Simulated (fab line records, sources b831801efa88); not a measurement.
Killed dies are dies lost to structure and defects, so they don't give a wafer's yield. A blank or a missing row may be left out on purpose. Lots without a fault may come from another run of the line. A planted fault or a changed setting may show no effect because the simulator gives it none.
Chamber matching | flow sky130 | SKY_VIA2_ETCH_14 on rie_diel-03: 4 sister chambers
The step etches BARC in N2/H2, stops on SiO2, time 45.9 s, target depth 60 nm. 7 wafers are shown with their chamber, then 9 later ones without.

WAFERS WITH THEIR CHAMBER
wafer  | chamber | drypump_motor_current_A (A) | oes_product_au (a.u.)
L078.6 | 3       | 5.9                         | 0.857
L079.1 | 2       | 5.7                         | 0.861
L079.3 | 3       | 5.9                         | 0.852
L079.5 | 1       | 5.9                         | 0.854
L084.3 | 2       | 5.7                         | 0.856
L084.5 | 1       | 6.0                         | 0.862
L084.6 | 0       | 6.1                         | 0.865

WAFERS WITHOUT THEIR CHAMBER
wafer  | drypump_motor_current_A (A) | oes_product_au (a.u.)
L086.1 | 6.1                         | 0.855
L086.2 | 5.7                         | 0.854
L086.3 | 5.9                         | 0.850
L086.4 | 5.9                         | 0.852
L086.5 | 5.9                         | 0.848
L086.6 | 6.1                         | 0.848
L087.1 | 5.7                         | 0.854
L087.2 | 5.9                         | 0.862
L087.4 | 6.1                         | 0.857

WHICH CHAMBER EACH WENT THROUGH
wafer  | from the rows above          | in truth
L086.1 | can't be placed: 0 or 1      | 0
L086.2 | 2                            | 2
L086.3 | can't be placed: 3 or 1      | 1
L086.4 | can't be placed: 3 or 1      | 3
L086.5 | can't be placed: 3 or 1      | 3
L086.6 | can't be placed: 0 or 1 or 3 | 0
L087.1 | 2                            | 2
L087.2 | can't be placed: 1 or 3      | 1
L087.4 | can't be placed: 0 or 1      | 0
Placed correctly: 2 of 9. Can't be placed from these rows: 7 (the true chamber is among the candidates in 7). Placed wrongly: 0.
How it was worked out, from the rows above alone: a wafer's distance from a chamber is the root of the sum, over the readings, of the square of ((its reading less the chamber's mean) divided by the reading's scatter). The wafer belongs to the nearest chamber; if the next one is less than 2 further off, it can't be placed. A chamber's mean is the mean of its shown wafers. The scatter: the root of (the sum of the squares of (reading less its chamber's mean) over the shown wafers, divided by (wafers less chambers)).
